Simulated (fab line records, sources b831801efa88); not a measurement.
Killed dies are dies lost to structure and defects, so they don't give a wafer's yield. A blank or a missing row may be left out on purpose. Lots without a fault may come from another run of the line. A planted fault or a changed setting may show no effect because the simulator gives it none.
fab line records | flow sky130
record lots=6 wafers=18 last_day=49
route steps=708 shown VIA2@523 METAL3@532 PAD_OPEN@708
lots that met no fault: from a run of the same line without faults
start_h: hours from the record's first day to the start of the lot's first wafer shown | wait_h: hours since the lot's step before | " the same as in the row above | L1.1+2: a row that stands for several wafers | - no value, or no start given | * or withheld: withheld | < > ~ a bound
route shown NAME@n: a module of which the file shows steps, and the number in the route of the first | usual: mean/standard deviation of fault-free wafers | same: alike in all rows | chamber/n: place in a boat | sites: the reading at each site | _std_site: their standard deviation | _edge_site: outer sites' mean less inner sites' | radius_mm: how far each site lies from the wafer's centre | mask NAME#n: copy n | behind: the tool/chamber that last shaped the wafer | hold: why the lot was held/for how many hours/how that ended | device: the transistor (n, p or np) that didn't switch | end of line: the same wafers' tests at the end of the route | a step without rows: its recipe alone | killed: dies lost to structure and defects at the first sort, not the wafer's yield | map: a wafer's dies, x killed, . not, _ none there
set.NAME: the setting as run; set.NAME@STEP: as run at that earlier step | model.NAME: the simulator's own value behind a step, which no gauge read
lots at some steps of the route; a table a step, a row a wafer
services: from which hour (start_h, from the record's first day; less than 0 if before it) a tool's chamber was out of use, for how many hours, and why
## steps
# step SKY_VIA2_STRIP_16
# recipe chemistry=O2/N2 power_w=1400 pressure_mtorr=1500 platen_temp_c=withheld o2_flow_sccm=3000 n2_flow_sccm=300 overash_fraction=0.5
# usual drypump_motor_current_A=5.6/0.46 o2_flow_sccm=2998/8.7 oes_product_au=0.399/0.0042 strip_time_to_endpoint_s=4.044/0.02
# columns lot.wafer tool chamber start_h wait_h drypump_motor_current_A o2_flow_sccm oes_product_au rf_hours_counter_h strip_time_to_endpoint_s
L949.2 plasma_asher-02 0 868.81 0.0 5.6 2996 0.399 101 4.051
L949.3 " 0 " " 5.6 2992 0.394 - 4.020
L949.4 " 1 " " 5.8 3001 0.395 - 4.038
L952.2 plasma_asher-02 1 895.91 0.0 5.8 2999 0.400 103 4.044
L952.5 " 1 " " 5.7 2998 0.398 - 4.042
L952.6 " 0 " " 5.6 3003 0.401 - 3.989
L959.2 plasma_asher-01 1 950.59 0.0 6.2 3000 0.387 22 4.025
L959.4 " 1 " " 6.2 2989 0.402 - 4.015
L959.6 " 0 " " 4.8 3001 0.396 - 4.053
L961.3 plasma_asher-01 0 963.09 0.1 4.8 3009 0.402 - 3.999
L961.5 " 1 " " 6.2 3004 0.399 - 4.041
L961.6 " 0 " " 4.8 3021 0.408 - 4.017
L964.1 plasma_asher-01 1 981.25 0.0 6.2 2998 0.393 24 4.068
L964.2 " 0 " " 4.8 2994 0.396 24 4.054
L964.6 " 0 " " 4.8 2995 0.399 - 4.054
L965.3 plasma_asher-03 0 983.68 0.1 5.7 3002 0.396 - 4.038
L965.4 " 1 " " 5.4 2990 0.408 - 4.058
L965.6 " 1 " " 5.5 3006 0.404 - 4.042
# step SKY_VIA2_STRIP_17
# recipe chemistry=post_etch_residue_remover time_s=1200 temp_c=72.5
# step SKY_VIA2_CLEAN_18
# recipe chemistry=IPA time_s=180 temp_c=25
# step SKY_VIA2_CLEAN_19
# recipe chemistry=O3/DIW dry=n2_spin
# step SKY_VIA2_SPUTTER_20
# recipe material=TiN target_thk_nm=20 chamber_pressure_pa=5 power_w=4000 time_s=80
# step SKY_VIA2_CVD_21
# recipe material=W target_thk_nm=420 time_s=126.4 temp_c=400 pressure_torr=40
# step SKY_VIA2_RS_MEAS_22
# recipe thk_meas_gauge=four-point-probe reads=W_of_VIA2_CVD_21+TiN_of_VIA2_SPUTTER_20
# usual VIA2_W_RS=0.273/0.0039
# columns lot.wafer tool chamber start_h wait_h VIA2_W_RS[ohm/sq]
L949.2 film_metro-01 - 869.62 0.1 0.270
L949.3 " - " " 0.273
L949.4 " - " " 0.273
L952.2 film_metro-01 - 896.75 0.1 0.278
L952.5 " - " " 0.275
L952.6 " - " " 0.273
L959.2 film_metro-01 - 951.43 0.1 0.275
L959.4 " - " " 0.270
L959.6 " - " " 0.276
L961.3 film_metro-04 - 963.92 0.1 0.272
L961.5 " - " " 0.272
L961.6 " - " " 0.267
L964.1 film_metro-04 - 982.07 0.1 0.276
L964.2 " - " " 0.271
L964.6 " - " " 0.271
L965.3 film_metro-04 - 984.63 0.2 0.276
L965.4 " - " " 0.272
L965.6 " - " " 0.275
# step SKY_VIA2_THK_MEAS_23
# recipe thk_meas_gauge=xrf reads=W_of_VIA2_CVD_21
# usual VIA2_W_THK=403/7.1
# columns lot.wafer tool chamber start_h wait_h VIA2_W_THK[nm]
L949.2 film_metro-01 - 869.73 0.1 410
L949.3 " - " " 406
L949.4 " - " " 406
L952.2 film_metro-01 - 896.86 0.1 392
L952.5 " - " " 396
L952.6 " - " " 400
L959.2 film_metro-01 - 951.54 0.1 400
L959.4 " - " " 409
L959.6 " - " " 397
L961.3 film_metro-04 - 964.02 0.1 404
L961.5 " - " " 405
L961.6 " - " " 409
L964.1 film_metro-04 - 982.19 0.1 400
L964.2 " - " " 406
L964.6 " - " " 404
L965.3 film_metro-04 - 984.73 0.1 400
L965.4 " - " " 406
L965.6 " - " " 401
# step SKY_VIA2_CMP_24
# recipe stop_on=SiO2 t_overpolish_s=20 down_force_psi=3.5 platen_rpm=60 target_thk_nm=0 pad_velocity_m_s=0.94248
# usual motor_current_A=11.6/1.4 overpolish_run_s=20.001/0.0091 time_to_endpoint_s=103/4.5
# columns lot.wafer tool chamber start_h wait_h motor_current_A overpolish_run_s time_to_endpoint_s
L949.4 cmp-02 2 869.78 0.0 9.5 19.990 104
L949.3 " 3 " " 10.5 19.992 100
L949.2 " 1 " " 11.1 20.009 105
L952.2 cmp-02 1 897.06 0.2 11.9 20.016 100
L952.6 " 2 " " 9.9 20.010 104
L952.5 " 3 " " 10.8 20.003 100
L959.4 cmp-01 1 951.64 0.1 11.0 19.997 109
L959.2 " 2 " " 11.3 19.993 105
L959.6 " 1 " " 11.0 20.009 109
L961.3 cmp-01 0 964.16 0.1 13.7 20.019 99
L961.6 " 2 " " 11.5 19.993 103
L961.5 " 3 " " 9.9 20.001 106
L964.1 cmp-02 0 982.25 0.1 13.6 20.000 98
L964.2 " 3 " " 11.4 19.988 100
L964.6 " 1 " " 11.3 19.988 100
L965.3 cmp-01 0 984.82 0.1 13.5 20.009 99
L965.4 " 2 " " 11.6 20.002 105
L965.6 " 0 " " 13.6 20.007 99
# step SKY_METAL3_SPUTTER_00
# recipe material=Ti target_thk_nm=15 power_w=3000 time_s=10 chamber_pressure_pa=0.4
# usual throttle_valve_pct=30.6/1.3
# columns lot.wafer tool chamber start_h wait_h throttle_valve_pct
L949.2 pvd_sputter-01 - 870.08 0.1 31.3
L949.3 " - " " 32.4
L949.4 " - " " 30.3
L952.2 pvd_sputter-02 - 897.21 0.1 31.2
L952.5 " - " " 28.7
L952.6 " - " " 30.0
L959.2 pvd_sputter-01 - 951.89 0.1 31.5
L959.4 " - " " 28.8
L959.6 " - " " 30.0
L961.3 pvd_sputter-01 - 964.36 0.1 29.9
L961.5 " - " " 30.2
L961.6 " - " " 32.6
L964.1 pvd_sputter-02 - 982.55 0.2 31.2
L964.2 " - " " 31.3
L964.6 " - " " 31.4
L965.3 pvd_sputter-03 - 985.07 0.2 29.8
L965.4 " - " " 29.6
L965.6 " - " " 31.2
# step SKY_METAL3_SPUTTER_01
# recipe material=TiN target_thk_nm=20 power_w=6500 time_s=16.7 chamber_pressure_pa=0.4
# usual throttle_valve_pct=30.6/1.3
# columns lot.wafer tool chamber start_h wait_h throttle_valve_pct
L949.2 pvd_sputter-01 - 870.10 0.0 31.4
L949.3 " - " " 32.5
L949.4 " - " " 30.2
L952.2 pvd_sputter-02 - 897.23 0.0 31.6
L952.5 " - " " 28.5
L952.6 " - " " 29.9
L959.2 pvd_sputter-01 - 951.91 0.0 31.3
L959.4 " - " " 28.8
L959.6 " - " " 30.4
L961.3 pvd_sputter-01 - 964.39 0.0 30.0
L961.5 " - " " 30.2
L961.6 " - " " 32.6
L964.1 pvd_sputter-02 - 982.57 0.0 31.2
L964.2 " - " " 31.4
L964.6 " - " " 31.4
L965.3 pvd_sputter-03 - 985.09 0.0 29.6
L965.4 " - " " 29.6
L965.6 " - " " 31.3
# step SKY_METAL3_SPUTTER_02
# recipe material=AlCu target_thk_nm=735 power_w=10600 time_s=39.1 chamber_pressure_pa=0.4
# usual throttle_valve_pct=30.6/1.3
# columns lot.wafer tool chamber start_h wait_h throttle_valve_pct
L949.2 pvd_sputter-01 - 870.13 0.0 31.4
L949.3 " - " " 32.6
L949.4 " - " " 30.0
L952.2 pvd_sputter-02 - 897.26 0.0 31.3
L952.5 " - " " 28.8
L952.6 " - " " 29.8
L959.2 pvd_sputter-01 - 951.94 0.0 31.3
L959.4 " - " " 28.6
L959.6 " - " " 30.0
L961.3 pvd_sputter-01 - 964.41 0.0 30.4
L961.5 " - " " 30.2
L961.6 " - " " 32.5
L964.1 pvd_sputter-02 - 982.60 0.0 31.4
L964.2 " - " " 31.3
L964.6 " - " " 31.4
L965.3 pvd_sputter-03 - 985.12 0.0 29.6
L965.4 " - " " 29.4
L965.6 " - " " 31.3
# step SKY_METAL3_SPUTTER_03
# recipe material=Ti target_thk_nm=5 power_w=3000 time_s=3.3 chamber_pressure_pa=0.4
# usual throttle_valve_pct=30.6/1.3
# columns lot.wafer tool chamber start_h wait_h throttle_valve_pct model.Ti_of_METAL3_SPUTTER_03.thk_nm
L949.2 pvd_sputter-01 - 870.17 0.0 31.3 5.039
L949.3 " - " " 32.5 5.175
L949.4 " - " " 30.0 4.993
L952.2 pvd_sputter-02 - 897.30 0.0 31.1 5.015
L952.5 " - " " 28.6 4.97
L952.6 " - " " 29.8 4.99
L959.2 pvd_sputter-01 - 951.97 0.0 31.4 5.218
L959.4 " - " " 28.8 3.033
L959.6 " - " " 30.1 5.081
L961.3 pvd_sputter-01 - 964.45 0.0 30.2 4.889
L961.5 " - " " 30.5 2.52
L961.6 " - " " 32.5 4.858
L964.1 pvd_sputter-02 - 982.64 0.0 31.3 5.143
L964.2 " - " " 31.4 5.105
L964.6 " - " " 31.2 5.15
L965.3 pvd_sputter-03 - 985.16 0.0 29.6 5.054
L965.4 " - " " 29.6 5.078
L965.6 " - " " 31.1 5.001
# step SKY_METAL3_SPUTTER_04
# recipe material=TiN target_thk_nm=70 power_w=6500 time_s=59.98 chamber_pressure_pa=0.4
# step SKY_PAD_OPEN_PROBE_99
# usual defect_limited_yield=82.4/1.7 killed_at_M0_to_M3=43/6.4 killed_at_M4_up=3.5/1.8 killed_at_contacts=25/5.7 killed_at_front_end=15/3.9 killed_at_other=0.3/0.67 killed_dies=87/8.6 killed_open=47/6.7 killed_short=39/5.9 sort_bin_3_pad_short=0.9/0.43 sort_bin_5_function=10.4/1.3 sort_bin_6_memory=6.3/1.1 sort_n_pass=405/8.6 sort_yield_pct=82.4/1.7
# same gross_dies=492 killed_at_back_side=0 sort_bin_4_leakage[%]=0 sort_bin_8_speed[%]=0
# columns lot.wafer tool chamber start_h wait_h defect_limited_yield[%] killed_at_M0_to_M3 killed_at_M4_up killed_at_contacts killed_at_front_end killed_at_other killed_dies killed_open killed_short sort_bin_3_pad_short[%] sort_bin_5_function[%] sort_bin_6_memory[%] sort_n_pass sort_yield_pct[%]
L949.2 prober-01 - 1091.11 0.1 82.1 55 5 18 10 0 88 43 45 0.6 9.6 7.7 404 82.1
L949.3 prober-01 - 1091.16 0.2 81.1 56 4 21 12 0 93 47 46 1.2 10.4 7.3 399 81.1
L949.4 prober-01 - 1091.21 0.2 84.1 30 4 25 19 0 78 47 31 1.2 8.5 6.1 414 84.1
L952.2 prober-02 - 1113.26 0.1 83.9 30 6 26 17 0 79 44 35 1.2 8.9 5.9 413 83.9
L952.5 prober-02 - 1113.41 0.2 78.9 56 3 29 16 0 104 55 49 1.8 11.6 7.7 388 78.9
L952.6 prober-02 - 1113.46 0.2 80.7 48 2 24 20 1 95 60 35 0.8 10.8 7.7 397 80.7
L959.2 prober-01 - 1154.39 0.1 81.7 43 1 26 20 0 90 54 36 0.8 12.8 4.7 402 81.7
L959.4 prober-01 - 1154.49 0.2 83.5 45 5 21 10 0 81 43 38 1.2 10.2 5.1 411 83.5
L959.6 prober-01 - 1154.59 0.2 85.4 24 1 33 14 0 72 41 31 0.4 9.8 4.5 420 85.4
L961.3 prober-01 - 1165.41 0.2 82.9 48 4 22 10 0 84 42 42 1.0 9.3 6.7 408 82.9
L961.5 prober-01 - 1165.51 0.2 80.9 49 1 35 9 0 94 57 37 0.8 11.4 6.9 398 80.9
L961.6 prober-01 - 1165.56 0.2 82.9 43 0 30 11 0 84 54 30 0.8 11.4 4.9 408 82.9
L964.1 prober-02 - 1178.02 0.1 85.4 34 7 21 10 0 72 39 33 1.0 8.3 5.3 420 85.4
L964.2 prober-02 - 1178.07 0.1 81.9 51 4 20 14 0 89 53 35 0.6 11.8 5.7 403 81.9
L964.6 prober-02 - 1178.27 0.2 83.7 41 3 16 20 0 80 43 37 0.4 10.8 5.1 412 83.7
L965.3 prober-01 - 1180.19 0.2 82.5 44 6 24 12 0 86 42 44 0.2 11.2 6.1 406 82.5
L965.4 prober-01 - 1180.24 0.2 80.3 41 6 36 14 0 97 44 52 1.0 11.6 7.1 395 80.3
L965.6 prober-01 - 1180.34 0.2 81.7 43 5 29 13 0 90 54 36 1.4 10.2 6.7 402 81.7
# killed by level:class
L949.2 VIA1:geometric_particle:open=12 CONTACT:geometric_particle:open=9 VIA1:geometric_particle:short=8 METAL1:geometric_particle:short=8 VIA3:geometric_particle:open=5 VIA2:geometric_particle:short=5 METAL4:geometric_particle:short=5 LI_CONTACT:geometric_particle:open=4
L949.3 METAL2:geometric_particle:short=10 VIA1:geometric_particle:open=9 VIA2:geometric_particle:open=9 CONTACT:geometric_particle:open=8 FIELD_ISO:geometric_particle:short=6 VIA1:geometric_particle:short=6 METAL1:geometric_particle:short=5 LI_CONTACT:geometric_particle:open=4
L949.4 CONTACT:geometric_particle:open=11 FIELD_ISO:geometric_particle:open=7 FIELD_ISO:geometric_particle:short=5 CONTACT:geometric_particle:short=5 LI_CONTACT:geometric_particle:open=5 VIA1:geometric_particle:open=5 VIA2:geometric_particle:open=5 LI_CONTACT:geometric_particle:short=4
L952.2 LI_CONTACT:geometric_particle:open=11 VIA1:geometric_particle:open=8 CONTACT:geometric_particle:open=7 POLY_GATE:geometric_particle:short=6 FIELD_ISO:geometric_particle:short=5 CONTACT:geometric_particle:short=5 VIA2:geometric_particle:open=4 METAL4:geometric_particle:short=4
L952.5 VIA1:geometric_particle:open=16 CONTACT:geometric_particle:open=9 METAL2:geometric_particle:short=8 VIA2:geometric_particle:open=8 LOCAL_INTERCONNECT:geometric_particle:short=7 FIELD_ISO:geometric_particle:short=5 FIELD_ISO:geometric_particle:open=5 METAL1:geometric_particle:short=5
L952.6 VIA1:geometric_particle:open=17 CONTACT:geometric_particle:short=8 FIELD_ISO:geometric_particle:open=7 CONTACT:geometric_particle:open=7 VIA2:geometric_particle:open=6 VIA3:geometric_particle:open=6 FIELD_ISO:geometric_particle:short=5 LI_CONTACT:geometric_particle:open=5
L959.2 CONTACT:geometric_particle:open=11 VIA1:geometric_particle:open=10 VIA3:geometric_particle:open=9 LI_CONTACT:geometric_particle:open=8 VIA1:geometric_particle:short=8 FIELD_ISO:geometric_particle:open=6 FIELD_ISO:geometric_particle:short=6 CONTACT:geometric_particle:short=6
L959.4 VIA1:geometric_particle:open=15 CONTACT:geometric_particle:short=8 CONTACT:geometric_particle:open=6 VIA1:geometric_particle:short=5 LOCAL_INTERCONNECT:geometric_particle:short=4 VIA3:geometric_particle:open=4 METAL1:geometric_particle:short=4 METAL2:geometric_particle:short=4
L959.6 LI_CONTACT:geometric_particle:open=11 CONTACT:geometric_particle:open=11 POLY_GATE:geometric_particle:short=7 VIA1:geometric_particle:short=7 LOCAL_INTERCONNECT:geometric_particle:short=6 VIA3:geometric_particle:open=6 VIA1:geometric_particle:open=4 CONTACT:geometric_particle:short=3
L961.3 VIA1:geometric_particle:open=10 LI_CONTACT:geometric_particle:open=8 METAL1:geometric_particle:short=7 LOCAL_INTERCONNECT:geometric_particle:short=6 METAL2:geometric_particle:short=6 VIA2:geometric_particle:open=6 VIA1:geometric_particle:short=5 METAL3:geometric_particle:short=5
L961.5 VIA3:geometric_particle:open=13 LI_CONTACT:geometric_particle:open=11 CONTACT:geometric_particle:open=10 VIA2:geometric_particle:open=8 VIA1:geometric_particle:open=7 METAL1:geometric_particle:short=6 LI_CONTACT:geometric_particle:short=5 LOCAL_INTERCONNECT:geometric_particle:short=5
L961.6 VIA2:geometric_particle:open=11 VIA1:geometric_particle:open=11 LI_CONTACT:geometric_particle:open=9 CONTACT:geometric_particle:open=8 LOCAL_INTERCONNECT:geometric_particle:short=6 METAL2:geometric_particle:short=5 VIA3:geometric_particle:open=5 FIELD_ISO:geometric_particle:short=3
L964.1 VIA1:geometric_particle:open=7 CONTACT:geometric_particle:open=7 LI_CONTACT:geometric_particle:open=6 VIA2:geometric_particle:open=6 METAL4:geometric_particle:short=6 VIA1:geometric_particle:short=5 VIA3:geometric_particle:short=5 LI_CONTACT:geometric_particle:short=4
L964.2 VIA1:geometric_particle:open=14 METAL2:geometric_particle:short=10 VIA2:geometric_particle:open=10 CONTACT:geometric_particle:open=9 VIA3:geometric_particle:open=7 FIELD_ISO:geometric_particle:open=5 LI_CONTACT:geometric_particle:open=5 VIA1:geometric_particle:short=4
L964.6 VIA1:geometric_particle:open=10 METAL2:geometric_particle:short=10 CONTACT:geometric_particle:open=8 METAL1:geometric_particle:short=5 POLY_CUT:geometric_particle:open=5 VIA1:geometric_particle:short=4 VIA3:geometric_particle:open=4 FIELD_ISO:geometric_particle:open=3
L965.3 VIA1:geometric_particle:open=9 CONTACT:geometric_particle:short=8 METAL2:geometric_particle:short=8 VIA2:geometric_particle:open=7 CONTACT:geometric_particle:open=6 LOCAL_INTERCONNECT:geometric_particle:short=5 METAL1:geometric_particle:short=4 VIA2:geometric_particle:short=4
L965.4 LOCAL_INTERCONNECT:geometric_particle:short=11 CONTACT:geometric_particle:open=10 VIA1:geometric_particle:open=8 METAL1:geometric_particle:short=7 LI_CONTACT:geometric_particle:open=7 METAL2:geometric_particle:short=6 CONTACT:geometric_particle:short=5 FIELD_ISO:geometric_particle:short=4
L965.6 VIA1:geometric_particle:open=13 CONTACT:geometric_particle:open=10 VIA3:geometric_particle:open=9 LOCAL_INTERCONNECT:geometric_particle:short=7 LI_CONTACT:geometric_particle:open=5 METAL1:geometric_particle:short=5 CONTACT:geometric_particle:short=4 FIELD_ISO:geometric_particle:open=3
## services
# columns tool chamber start_h hours kind
cmp-02 - 853.30 2.8 repair
plasma_asher-02 - 872.48 3.7 repair
pvd_sputter-01 1 880.47 - consumable_replace:kit
pvd_sputter-01 1 880.47 18.0 scheduled_down
pvd_sputter-01 1 880.47 18.0 vent_cycle
cmp-01 - 889.77 0.7 repair
pvd_sputter-03 - 900.76 2.5 repair
pvd_sputter-02 0 912.47 - consumable_replace:kit
pvd_sputter-02 0 912.47 18.0 scheduled_down
pvd_sputter-02 0 912.47 18.0 vent_cycle
plasma_asher-02 - 912.93 1.5 repair
cmp-02 - 913.61 4.0 pm
pvd_sputter-02 - 914.11 4.6 repair
plasma_asher-03 - 917.47 2.8 pm
cmp-02 - 917.61 - consumable_replace:conditioner
cmp-02 - 917.61 - consumable_replace:pad
cmp-02 - 918.68 20.2 repair
plasma_asher-03 - 925.61 3.3 repair
cmp-02 - 928.05 4.3 repair
pvd_sputter-03 - 941.79 0.7 repair
plasma_asher-03 - 942.18 14.6 pm
cmp-02 - 952.83 0.2 repair
plasma_asher-01 - 963.90 14.4 repair
cmp-02 - 975.12 0.9 repair
## key
first_sign none at tools or gauges
model_effect step=SKY_METAL3_SPUTTER_03 value=Ti_of_METAL3_SPUTTER_03.thk_nm without=5.014 struck=2.777
met_at SKY_METAL3_SPUTTER_03
struck_wafers L959.4,L961.5
onset_between 870.17 951.97
fault kind=process_parameter_drift tool=pvd_sputter-01 chamber=- onset_h=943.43 steps=SKY_METAL3_SPUTTER_03 channel=target_thk_nm offset=-2.2379 shape=step end_h=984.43 scope=struck_wafers_only acts_in=these_recipes_only stated=5
